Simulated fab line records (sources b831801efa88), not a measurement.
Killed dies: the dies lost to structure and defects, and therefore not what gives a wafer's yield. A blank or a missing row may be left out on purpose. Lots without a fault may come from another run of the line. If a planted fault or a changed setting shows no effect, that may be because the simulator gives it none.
Struck lot and sound lot, side by side -- flow gf180mcu -- 14 steps out of a route of 602
Sound: the wafers L589.2, L589.3, L589.5. The struck wafers were L600.2, L600.3, L600.5. The cause is given at the end.
Order at every step that has rows: each side's tool, ch and its chambers, its first start. Under that, the readings that differ: sound wafers -- struck wafers -- difference of the means -- sigmas: that difference in standard deviations of wafers without a fault.
alike: words and numbers the same on both sides, and readings whose means are apart by under 2 such deviations; not compared: readings that were withheld, readings missing a value for some wafer, numbers with overlapping values and no deviation given by the record, and bounds like >300 which may hide the same value.
Wherever a step has rows on one side only, a row that says differs or no value, or a row with sigmas, the two part there. When numbers do not overlap yet have no deviation, they are printed without sigmas and do not part them. A reading that every wafer of one side lacks parts them only if that side has two wafers or more.

GF_TOP_METAL_SPUTTER_01: material TiN, target thk 30 nm, time 25 s.
  sound on pvd_sputter-01 at day 27 11:42; struck on pvd_sputter-03 at day 31 04:32
  alike: throttle_valve_pct
GF_TOP_METAL_SPUTTER_02: material AlCu, target thk 900 nm, time 47.82 s.
  sound on pvd_sputter-01 at day 27 11:44; struck on pvd_sputter-03 at day 31 04:34
  alike: throttle_valve_pct
GF_TOP_METAL_SPUTTER_03: material Ti, target thk 5 nm, time 3.3 s.
  sound on pvd_sputter-01 at day 27 11:47; struck on pvd_sputter-03 at day 31 04:36
  alike: throttle_valve_pct
GF_TOP_METAL_SPUTTER_04: material TiN, target thk 25 nm, time 20.8 s.
  sound on pvd_sputter-01 at day 27 11:48; struck on pvd_sputter-03 at day 31 04:37
  alike: throttle_valve_pct
GF_TOP_METAL_RS_MEAS_05: a four-point-probe measurement.
  sound on film_metro-04 at day 27 11:50; struck on film_metro-02 at day 31 04:40
  alike: TOP_METAL_ALCU_RS
GF_TOP_METAL_THK_MEAS_06: measures by xrf.
  sound on film_metro-04 at day 27 11:57; struck on film_metro-02 at day 31 04:47
  alike: TOP_METAL_ALCU_THK
then, 6 steps without rows for these wafers: GF_TOP_METAL_DEHYDRATE_07 (time 60 s); GF_TOP_METAL_HMDS_08 (prime time 60 s); GF_TOP_METAL_COAT_09 (resist thk 1500 nm); GF_TOP_METAL_SOFTBAKE_10 (time 60 s); GF_TOP_METAL_EXPOSE_11 (exposes mask MetalTop, target cd 440 nm); GF_TOP_METAL_PEB_12.
GF_TOP_METAL_DEVELOP_13: develop time 60 s.
  struck on litho_track-02, day 31 20:44; sound on litho_track-02 ch 0, day 28 07:08
  no value came back on the struck wafers for chill_plate_temp_C (C), develop_time_s (s); on the sound wafers chill_plate_temp_C (C) reads 22.92 22.94 23.11
GF_TOP_METAL_CD_MEAS_14: target cd 440 nm.
  sound on cd_sem-01 at day 28 07:17; struck on cd_sem-01 at day 31 20:53
reading,sound,struck,difference,sigmas
cd_nm (nm),434.3 436.0 438.4,- - -,no value on the struck wafers,

## WHERE THEY PART
At GF_TOP_METAL_DEVELOP_13 first; at GF_TOP_METAL_CD_MEAS_14 last (within this record only).

WHY: what the simulator had put in
Entire step skipped (litho_track-02, GF_TOP_METAL_DEVELOP_13), from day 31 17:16 onward. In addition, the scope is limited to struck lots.
